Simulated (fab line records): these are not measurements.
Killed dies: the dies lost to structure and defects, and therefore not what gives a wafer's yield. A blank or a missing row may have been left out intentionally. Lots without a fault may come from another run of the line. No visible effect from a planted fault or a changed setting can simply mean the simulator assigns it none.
fab line records	flow sky130
[record] lots = 6	wafers = 18	last-day = 49
route steps=708 shown METAL2@495 VIA2@507 PAD_OPEN@708
lots untouched by any fault: they come from a run of this same line in which no faults occurred
start-h: hours from the record's first day to the start of the lot's first wafer shown	wait-h: hours since the lot's step before	" same as the row above	L1.1+2: several wafers, shown together as one row	- either no value or no given start	* or withheld: withheld	< > ~ a bound
route shown NAME@n: NAME is a module with steps in the file, n the number in the route of the first one	usual: mean/standard deviation taken from wafers without a fault	same: alike in all rows	chamber/n: place in a boat	sites: the reading at each site	_std_site: how widely they spread, as a standard deviation	_edge_site: the outer-site mean with the inner-site mean subtracted	radius-mm: for every site, how far away it sits from the centre of the wafer	mask NAME#n: copy n	behind: the most recent tool/chamber to have shaped the wafer	hold: why the lot was held/for how many hours/how that ended	device: transistor that didn't switch, given as n, p or np	end of line: tests run on the same wafers once the route is complete	step lacking rows: just its recipe	killed: dies lost to structure and defects at the first sort, not the wafer's yield	map: a wafer's dies, x killed, . not, _ none there
set.NAME: the setting that was run; set.NAME@STEP: the one run at that earlier step	model.NAME: the simulator's own value behind a step, which no gauge read
a table for each step, a row for each wafer; lots at some steps of the route
services: a tool's chamber out of use, with start hour (start-h, from the record's first day; less than 0 if before it), hours out, and reason
[[steps]]
[step SKY_METAL2_EXPOSE_12]
[recipe] mask-id = MM2	na = 0.8	source-shape = annular	sigma-inner = 0.55	sigma-outer = 0.85	target-cd-nm = 140	dose-mj = 28
[step SKY_METAL2_PEB_13]
[recipe] peb-temp-c = withheld	peb-time-s = withheld	resist = KrF-thick
[step SKY_METAL2_DEVELOP_14]
[recipe] develop-time-s = 60	resist = KrF-thick	dev-temp-c = 21
[step SKY_METAL2_CD_MEAS_15]
[recipe] target-cd-nm = 140
[usual] cd-nm = 140.3/1.4
lot.wafer	tool	chamber	start-h	wait-h	cd-nm
L335.3	cd-sem-01	-	852.54	-	140.6
L335.4	"	-	"	"	141.9
L335.6	"	-	"	"	143.6
L336.1	cd-sem-01	-	854.30	-	139.6
L336.5	"	-	"	"	139.4
L336.6	"	-	"	"	139.7
L339.1	cd-sem-01	-	875.94	-	141.5
L339.5	"	-	"	"	140.8
L339.6	"	-	"	"	140.3
L343.1	cd-sem-01	-	894.60	-	140.5
L343.3	"	-	"	"	141.5
L343.6	"	-	"	"	142.0
L346.2	cd-sem-02	-	917.42	-	140.3
L346.4	"	-	"	"	140.7
L346.5	"	-	"	"	139.7
L350.2	cd-sem-02	-	961.26	-	137.4
L350.3	"	-	"	"	136.5
L350.4	"	-	"	"	136.3
[step SKY_METAL2_OVL_MEAS_16]
[usual] METAL2_OVL = 1/5.4
lot.wafer	tool	chamber	start-h	wait-h	METAL2_OVL[nm]
L335.3	overlay-01	-	852.63	0.1	0
L335.4	"	-	"	"	10
L335.6	"	-	"	"	14
L336.1	overlay-01	-	854.42	0.1	2
L336.5	"	-	"	"	3
L336.6	"	-	"	"	2
L339.1	overlay-01	-	876.06	0.1	-4
L339.5	"	-	"	"	2
L339.6	"	-	"	"	-4
L343.1	overlay-01	-	894.72	0.1	-4
L343.3	"	-	"	"	-2
L343.6	"	-	"	"	0
L346.2	overlay-02	-	917.53	0.1	10
L346.4	"	-	"	"	5
L346.5	"	-	"	"	0
L350.2	overlay-01	-	961.37	0.1	-2
L350.3	"	-	"	"	-1
L350.4	"	-	"	"	-1
[step SKY_METAL2_DESCUM_17]
[recipe] chemistry = O2	source-power-w = 150	bias-power-w = 0	pressure-mtorr = 10	temp-c = 40	time-s = 8
[usual] drypump-motor-current-A = 6.0/0.5	oes-product-au = 1.002/0.0098
[same] time-s = 8
lot.wafer	tool	chamber	start-h	wait-h	drypump-motor-current-A	oes-product-au	rf-hours-counter-h
L335.3	rie-metal-01	0	852.67	0.0	6.0	1.001	-
L335.4	"	1	"	"	6.4	1.022	-
L335.6	"	0	"	"	6.0	0.993	-
L336.1	rie-metal-02	1	854.46	0.0	5.7	1.011	5
L336.5	"	1	"	"	5.7	1.002	-
L336.6	"	0	"	"	5.0	1.008	-
L339.1	rie-metal-01	1	876.10	0.0	6.4	1.012	16
L339.5	"	0	"	"	6.0	0.983	-
L339.6	"	1	"	"	6.4	1.008	-
L343.1	rie-metal-01	1	894.76	0.0	6.4	1.035	16
L343.3	"	0	"	"	6.0	1.015	-
L343.6	"	0	"	"	6.0	1.004	-
L346.2	rie-metal-04	0	917.56	0.0	6.2	0.988	13
L346.4	"	0	"	"	6.2	0.990	-
L346.5	"	1	"	"	6.5	0.998	-
L350.2	rie-metal-02	1	961.40	0.0	5.7	0.993	9
L350.3	"	1	"	"	5.7	1.001	-
L350.4	"	0	"	"	5.0	0.995	-
[step SKY_METAL2_ETCH_18]
[recipe] chemistry = N2/H2	target = BARC	ion-energy-ev = 200	bias-w = 100	pressure-mtorr = 30	n2-flow-sccm = 100	h2-flow-sccm = 200	icp-w = 500	stop-on = SiO2	time-s = 45.9	target-depth-a = 600
[usual] bias-w = 100.0/0.31	drypump-motor-current-A = 6.0/0.51	oes-product-au = 0.855/0.0045	throttle-valve-pct = 13.225/0.009
[same] time-s = 45.9
lot.wafer	tool	chamber	start-h	wait-h	bias-w	drypump-motor-current-A	oes-product-au	rf-hours-counter-h	throttle-valve-pct
L335.3	rie-metal-01	0	852.71	0.0	99.9	6.0	0.852	-	13.240
L335.4	"	1	"	"	99.7	6.4	0.854	-	13.225
L335.6	"	0	"	"	99.9	6.0	0.853	-	13.220
L336.1	rie-metal-02	1	854.50	0.0	100.1	5.7	0.857	5	13.247
L336.5	"	1	"	"	100.5	5.7	0.857	-	13.221
L336.6	"	0	"	"	100.4	4.9	0.856	-	13.217
L339.1	rie-metal-01	1	876.13	0.0	100.2	6.4	0.858	16	13.228
L339.5	"	0	"	"	100.4	6.0	0.850	-	13.227
L339.6	"	1	"	"	99.4	6.4	0.855	-	13.229
L343.1	rie-metal-01	1	894.80	0.0	99.5	6.4	0.856	16	13.251
L343.3	"	0	"	"	99.8	6.0	0.862	-	13.238
L343.6	"	0	"	"	99.7	6.0	0.856	-	13.228
L346.2	rie-metal-04	0	917.59	0.0	100.2	6.2	0.847	13	13.224
L346.4	"	0	"	"	99.8	6.3	0.860	-	13.227
L346.5	"	1	"	"	100.3	6.5	0.860	-	13.228
L350.2	rie-metal-02	1	961.43	0.0	100.3	5.8	0.858	9	13.222
L350.3	"	1	"	"	99.6	5.7	0.859	-	13.225
L350.4	"	0	"	"	100.1	5.0	0.852	-	13.230
[step SKY_METAL2_METAL_ETCH_19]
[recipe] target-depth-a = 3600	stop-on = SiO2	over-etch-frac = 0.3	time-s = 78	chemistry = Cl2/BCl3	resist-sidewall-deg = 88	pressure-mtorr = 10	icp-w = 900	bias-w = 48.5	Cl2_flow_sccm = 60	bcl3-flow-sccm = 30
[usual] bias-w = 48.52/0.15	drypump-motor-current-A = 6.0/0.5	oes-product-au = 0.854/0.0058	throttle-valve-pct = 22.263/0.0096
[same] time-s = 78
lot.wafer	tool	chamber	start-h	wait-h	bias-w	drypump-motor-current-A	oes-product-au	rf-hours-counter-h	throttle-valve-pct
L335.3	rie-metal-01	0	852.78	0.1	48.83	6.0	0.846	-	22.263
L335.4	"	1	"	"	48.27	6.4	0.851	-	22.273
L335.6	"	0	"	"	48.57	6.0	0.854	-	22.248
L336.1	rie-metal-02	1	854.58	0.1	48.94	5.7	0.853	5	22.250
L336.5	"	1	"	"	48.44	5.7	0.850	-	22.268
L336.6	"	0	"	"	48.50	5.0	0.856	-	22.251
L339.1	rie-metal-01	1	876.19	0.0	48.28	6.4	0.852	16	22.249
L339.5	"	0	"	"	48.60	6.0	0.861	-	22.272
L339.6	"	1	"	"	48.46	6.4	0.854	-	22.259
L343.1	rie-metal-01	1	894.89	0.1	48.33	6.4	0.851	16	22.273
L343.3	"	0	"	"	48.66	6.0	0.854	-	22.257
L343.6	"	0	"	"	48.50	6.0	0.854	-	22.276
L346.2	rie-metal-04	0	917.65	0.0	48.67	6.2	0.857	13	22.251
L346.4	"	0	"	"	48.52	6.2	0.853	-	22.249
L346.5	"	1	"	"	48.51	6.5	0.855	-	22.258
L350.2	rie-metal-02	1	961.49	0.0	48.48	5.7	0.861	9	22.263
L350.3	"	1	"	"	48.40	5.7	0.853	-	22.263
L350.4	"	0	"	"	48.54	5.0	0.847	-	22.245
[step SKY_METAL2_STRIP_20]
[recipe] chemistry = O2/N2	power-w = 1400	pressure-mtorr = 1500	platen-temp-c = withheld	o2-flow-sccm = 3000	n2-flow-sccm = 300	overash-fraction = 0.5
[usual] drypump-motor-current-A = 6.1/0.44	oes-product-au = 0.342/0.0046	strip-time-to-endpoint-s = 2.68/0.044
lot.wafer	tool	chamber	start-h	wait-h	drypump-motor-current-A	oes-product-au	rf-hours-counter-h	strip-time-to-endpoint-s
L335.3	plasma-asher-02	0	852.88	0.1	6.0	0.343	-	2.69
L335.4	"	1	"	"	6.8	0.338	-	2.64
L335.6	"	1	"	"	6.8	0.332	-	2.66
L336.1	plasma-asher-01	0	854.70	0.1	6.1	0.340	10	2.64
L336.5	"	0	"	"	6.1	0.338	-	2.61
L336.6	"	1	"	"	5.6	0.331	-	2.65
L339.1	plasma-asher-04	1	876.28	0.1	6.6	0.336	108	2.63
L339.5	"	1	"	"	6.5	0.344	-	2.67
L339.6	"	0	"	"	5.7	0.346	-	2.63
L343.1	plasma-asher-04	0	895.01	0.1	5.7	0.339	110	2.61
L343.3	"	1	"	"	6.6	0.340	-	2.67
L343.6	"	1	"	"	6.6	0.345	-	2.66
L346.2	plasma-asher-01	0	917.74	0.1	6.1	0.342	17	2.75
L346.4	"	0	"	"	6.1	0.352	-	2.74
L346.5	"	1	"	"	5.6	0.343	-	2.67
L350.2	plasma-asher-02	1	961.58	0.1	6.8	0.346	53	2.71
L350.3	"	1	"	"	6.8	0.337	-	2.68
L350.4	"	0	"	"	6.1	0.345	-	2.70
[step SKY_METAL2_STRIP_21]
[recipe] chemistry = post-etch-residue-remover	time-s = 1200	temp-c = 72.5
[step SKY_METAL2_CLEAN_22]
[recipe] chemistry = IPA	time-s = 180	temp-c = 25
[step SKY_METAL2_CLEAN_23]
[recipe] chemistry = O3/DIW	dry = n2-spin
[step SKY_VIA2_HDPCVD_00]
[recipe] material = SiO2	target-thk-nm = 1180	sigma-open-frac = 0.3	time-s = 196.7	temp-c = 400	sih4-flow-sccm = 60	pressure-mtorr = 6
[same] time-s = 196.7
lot.wafer	tool	chamber	start-h	wait-h
L335.3+4+6	hdpcvd-01	0,1,0	853.53	0.0
L336.1+5+6	hdpcvd-01	1,1,0	855.30	0.0
L339.1+5+6	hdpcvd-02	1,2,0	876.92	0.0
L343.1+3+6	hdpcvd-01	0,2,2	895.64	0.0
L343.1+3+6	hdpcvd-01	0,2,2	895.93	0.2
L346.2+4+5	hdpcvd-02	0,0,2	918.34	0.0
L346.2+4+5	hdpcvd-02	0,0,2	918.63	0.2
L350.2+3+4	hdpcvd-02	1,1,2	962.18	0.0
[step SKY_VIA2_THK_MEAS_01]
[recipe] reads = SiO2_of_VIA2_HDPCVD_00
[usual] VIA2_HDPCVD_THK = 1185/13
lot.wafer	tool	chamber	start-h	wait-h	VIA2_HDPCVD_THK[nm]
L335.3	film-metro-02	-	853.67	0.1	1187
L335.4	"	-	"	"	1201
L335.6	"	-	"	"	1195
L336.1	film-metro-04	-	855.42	0.1	1194
L336.5	"	-	"	"	1187
L336.6	"	-	"	"	1192
L339.1	film-metro-04	-	877.04	0.1	1176
L339.5	"	-	"	"	1181
L339.6	"	-	"	"	1196
L343.1	film-metro-02	-	896.05	0.1	2398
L343.3	"	-	"	"	2388
L343.6	"	-	"	"	2366
L346.2	film-metro-02	-	918.76	0.1	2388
L346.4	"	-	"	"	2396
L346.5	"	-	"	"	2368
L350.2	film-metro-04	-	962.38	0.1	1190
L350.3	"	-	"	"	1200
L350.4	"	-	"	"	1193
[step SKY_VIA2_CMP_02]
[recipe] material = SiO2	down-force-psi = 4	platen-rpm = 60	pad-velocity-m-s = 0.94248
[usual] motor-current-A = 11.7/0.68	slurry-flow-ml-min = 149.9/0.47
lot.wafer	tool	chamber	start-h	wait-h	motor-current-A	slurry-flow-ml-min
L335.3	cmp-01	2	853.76	0.1	11.6	149.8
L335.4	"	3	"	"	10.9	149.8
L335.6	"	1	"	"	11.9	149.3
L336.1	cmp-02	3	855.58	0.1	11.2	151.1
L336.6	"	1	"	"	12.2	150.2
L336.5	"	2	"	"	10.6	149.7
L339.1	cmp-02	2	877.21	0.2	11.1	150.5
L339.6	"	0	"	"	12.1	150.4
L339.5	"	1	"	"	13.3	149.9
L343.1	cmp-01	2	896.67	0.6	12.1	150.4
L343.3	"	3	"	"	10.6	149.6
L343.6	"	2	"	"	11.4	150.3
L346.4	cmp-01	1	918.91	0.1	11.5	149.5
L346.2	"	2	"	"	11.4	150.6
L346.5	"	0	"	"	11.5	150.2
L350.4	cmp-01	1	962.48	0.1	12.5	149.6
L350.3	"	2	"	"	12.2	150.2
L350.2	"	3	"	"	10.6	149.9
[step SKY_PAD_OPEN_PROBE_99]
[usual] defect-limited-yield = 82.4/2	killed_at_M0_to_M3 = 44/7.4	killed_at_M4_up = 3.0/1.6	killed-at-contacts = 24/5	killed-at-front-end = 15/4.6	killed-at-other = 0.4/0.65	killed-dies = 86/9.6	killed-open = 48/7.4	killed-short = 38/6.9	sort_bin_3_pad_short = 0.9/0.43	sort_bin_5_function = 10.4/1.3	sort_bin_6_memory = 6.3/1.2	sort-n-pass = 406/9.6	sort-yield-pct = 82.4/2
[same] gross-dies = 492	killed-at-back-side = 0	sort_bin_4_leakage[%] = 0	sort_bin_8_speed[%] = 0
lot.wafer	tool	chamber	start-h	wait-h	defect-limited-yield[%]	killed_at_M0_to_M3	killed_at_M4_up	killed-at-contacts	killed-at-front-end	killed-at-other	killed-dies	killed-open	killed-short	sort_bin_3_pad_short[%]	sort_bin_5_function[%]	sort_bin_6_memory[%]	sort-n-pass	sort-yield-pct[%]
L335.3	prober-01	-	1100.01	0.2	82.9	42	3	28	9	2	84	50	33	0.6	11.4	5.1	408	82.9
L335.4	prober-01	-	1100.06	0.2	82.9	40	2	25	17	0	84	47	37	0.6	11.6	4.9	408	82.9
L335.6	prober-01	-	1100.16	0.2	81.1	50	3	24	16	0	93	55	38	1.2	10.4	7.3	399	81.1
L339.1	prober-02	-	1118.91	0.1	79.1	52	4	23	24	0	103	57	46	2.0	10.8	8.1	389	79.1
L339.5	prober-02	-	1119.11	0.2	81.7	51	2	20	16	1	90	49	39	1.4	9.6	7.3	402	81.7
L339.6	prober-02	-	1119.16	0.2	82.5	51	1	23	10	1	86	48	37	1.0	11.4	5.1	406	82.5
// killed by level:class
L335.3 LI_CONTACT:geometric-particle:open=13 VIA1:geometric-particle:open=13 CONTACT:geometric-particle:short=7 VIA3:geometric-particle:open=7 CONTACT:geometric-particle:open=5 METAL3:geometric-particle:short=4 FIELD_ISO:geometric-particle:open=3 METAL2:geometric-particle:short=3
L335.4 LI_CONTACT:geometric-particle:open=10 CONTACT:geometric-particle:open=9 VIA1:geometric-particle:open=8 POLY_GATE:geometric-particle:short=6 VIA3:geometric-particle:open=6 FIELD_ISO:geometric-particle:open=5 VIA3:geometric-particle:short=5 METAL3:geometric-particle:short=5
L335.6 VIA2:geometric-particle:open=14 VIA3:geometric-particle:open=10 LI_CONTACT:geometric-particle:open=8 CONTACT:geometric-particle:open=8 FIELD_ISO:geometric-particle:open=6 METAL1:geometric-particle:short=6 VIA1:geometric-particle:open=5 VIA1:geometric-particle:short=5
L339.1 VIA1:geometric-particle:open=13 POLY_GATE:geometric-particle:open=8 VIA3:geometric-particle:open=7 LI_CONTACT:geometric-particle:open=7 VIA2:geometric-particle:open=7 CONTACT:geometric-particle:open=6 METAL3:geometric-particle:short=6 POLY_GATE:geometric-particle:short=5
L339.5 VIA1:geometric-particle:open=18 VIA2:geometric-particle:open=7 CONTACT:geometric-particle:open=6 VIA2:geometric-particle:short=5 LI_CONTACT:geometric-particle:short=5 METAL1:geometric-particle:short=5 FIELD_ISO:geometric-particle:short=4 LI_CONTACT:geometric-particle:open=4
L339.6 VIA1:geometric-particle:open=15 VIA2:geometric-particle:open=9 CONTACT:geometric-particle:open=8 LI_CONTACT:geometric-particle:open=7 METAL1:geometric-particle:short=6 VIA1:geometric-particle:short=5 CONTACT:geometric-particle:short=4 VIA3:geometric-particle:open=4
[[services]]
tool	chamber	start-h	hours	kind
cmp-01	-	829.99	4.0	pm
plasma-asher-02	-	830.95	2.8	pm
plasma-asher-01	-	838.78	2.8	pm
cmp-01	-	842.75	0.4	repair
cmp-01	-	873.79	9.9	pm
cmp-02	-	889.75	6.3	pm
cmp-02	-	897.26	3.0	repair
plasma-asher-04	-	897.30	12.7	repair
rie-metal-04	-	903.25	1.4	pm
cmp-01	-	903.37	2.6	repair
cmp-02	-	905.59	1.4	repair
cmp-01	-	912.17	4.0	pm
cmp-01	-	916.17	-	consumable-replace:conditioner
cmp-01	-	916.17	-	consumable-replace:pad
cmp-02	-	917.61	5.5	repair
cmp-02	-	931.48	0.6	repair
plasma-asher-01	-	937.68	1.3	repair
rie-metal-04	-	938.96	0.5	repair
hdpcvd-01	-	950.25	15.0	pm
hdpcvd-01	0	950.25	15.0	vent-cycle
hdpcvd-01	1	950.25	15.0	vent-cycle
hdpcvd-01	1	950.34	14.9	repair
hdpcvd-02	0	951.66	12.9	repair
cmp-01	-	952.13	1.7	repair
[[key]]
[first-sign] step = SKY_VIA2_HDPCVD_00	reading = visit	direction = added
[effect] step = SKY_VIA2_THK_MEAS_01	reading = VIA2_HDPCVD_THK	direction = up	sigmas = 94	usual = 1185	struck = 2384
met-at SKY_VIA2_HDPCVD_00
struck-wafers L343.1,L343.3,L343.6,L346.2,L346.4,L346.5
rows-end L343.1,L343.3,L343.6,L346.2,L346.4,L346.5
[earlier-fault] kind = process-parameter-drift	tool = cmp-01	chamber = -	onset-h = 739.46	steps = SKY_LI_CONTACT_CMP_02	channel = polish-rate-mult	offset = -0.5	shape = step	end-h = 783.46
[fault] kind = repeated-step-whole	tool = hdpcvd-01,hdpcvd-02	chamber = -	onset-h = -	steps = SKY_VIA2_HDPCVD_00	times = 1	scope = struck-lots-only
// rows-end: these wafers met a further fault down the route, and their rows from its step on are left out
